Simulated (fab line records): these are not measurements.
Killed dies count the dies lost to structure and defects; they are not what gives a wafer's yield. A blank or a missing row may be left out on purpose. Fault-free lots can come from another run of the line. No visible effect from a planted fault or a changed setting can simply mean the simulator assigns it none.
A struck lot beside a sound one -- flow sky130 -- 15 out of 708 route steps
Sound: wafers L261.1, L261.2, L261.5. The struck wafers were L269.1, L269.3, L269.6. At the end, the cause is stated.
For every step that has rows: the tool of each side, followed by ch and its chambers, followed by its first start. Under that, the readings that differ: sound wafers -- struck wafers -- difference of the means -- sigmas: that difference in standard deviations of wafers without a fault.
alike: words and numbers the same on both sides, and readings whose means are apart by under 2 such deviations; not compared: readings that were withheld, readings missing a value for some wafer, numbers with overlapping values and no deviation given by the record, and bounds like >300 which may hide the same value.
Wherever a step has rows on one side only, a row that says differs or no value, or a row with sigmas, the two part there. Numbers that have no deviation but don't overlap get no sigmas and don't part them. A reading that every wafer of one side lacks parts them only if that side has two wafers or more.

first, 4 steps without rows for these wafers: SKY_LDD_P_SOFTBAKE_03 (time 60 s); SKY_LDD_P_EXPOSE_04 (exposes mask PSDM, target cd 380 nm); SKY_LDD_P_PEB_05; SKY_LDD_P_DEVELOP_06 (develop time 60 s).
SKY_LDD_P_CD_MEAS_07 targets a cd of 380 nm.
  sound: cd sem-01 at day 19 01:01; struck: cd sem-01 at day 22 10:05
  alike: cd nm
SKY_LDD_P_OVL_MEAS_08:
  sound: overlay-01 at day 19 01:08; struck: overlay-02 at day 22 10:13
  alike: LDD_P_OVL
after that, 1 step had no rows for these wafers: SKY_LDD_P_IMPLANT_09.
SKY_LDD_P_STRIP_10: strips in O2/N2.
  sound on plasma asher-01 ch 0,1, day 19 01:19; struck on plasma asher-01 ch 0,1, day 22 10:23
  alike: drypump motor current A, oes product au, strip time to endpoint s
  not compared: rf hours counter h
SKY_LDD_P_TW_MEAS_11:
  sound: film metro-04 at day 19 01:25; struck: film metro-03 at day 22 10:29
reading,sound,struck,difference,sigmas
LDD_P_TW,627 630 624,637 636 637,+10,+3
then, 3 steps without rows for these wafers: SKY_LDD_HVN_DEHYDRATE_00 (time 60 s); SKY_LDD_HVN_HMDS_01 (prime time 60 s); SKY_LDD_HVN_COAT_02 (resist thk 300 nm).
SKY_LDD_HVN_SOFTBAKE_03: time 60 s.
  sound on litho track-03 ch 0, day 19 17:07; struck on litho track-03 ch 0, day 23 01:25
reading,sound,struck,difference,sigmas
heater power total W (W),56.60 56.60 56.60,59.48 59.50 59.42,+2.87,+75
plate temp C (C),90.12 90.20 90.30,- - -,no value on the struck wafers,
run length s (s),89.14 89.42 89.19,80.71 80.55 80.62,-8.62,-51
then, 1 step without rows for these wafers: SKY_LDD_HVN_EXPOSE_04 (exposes mask HVNTM, target cd 700 nm).
-- the record jumps here: 25 days lie between the struck wafers' starts before and after (it left off in module LDD_HVN and takes up again in module PAD_OPEN, whose first step shown is number 708 of the route) --
SKY_PAD_OPEN_PROBE_99:
  rows exist in the record for the struck wafers here (prober-02, day 48 01:12), but not for the sound ones

## WHERE THEY PART
At SKY_LDD_P_TW_MEAS_11 first; at SKY_PAD_OPEN_PROBE_99 last (within this record only).

WHY: what had been put in by the simulator
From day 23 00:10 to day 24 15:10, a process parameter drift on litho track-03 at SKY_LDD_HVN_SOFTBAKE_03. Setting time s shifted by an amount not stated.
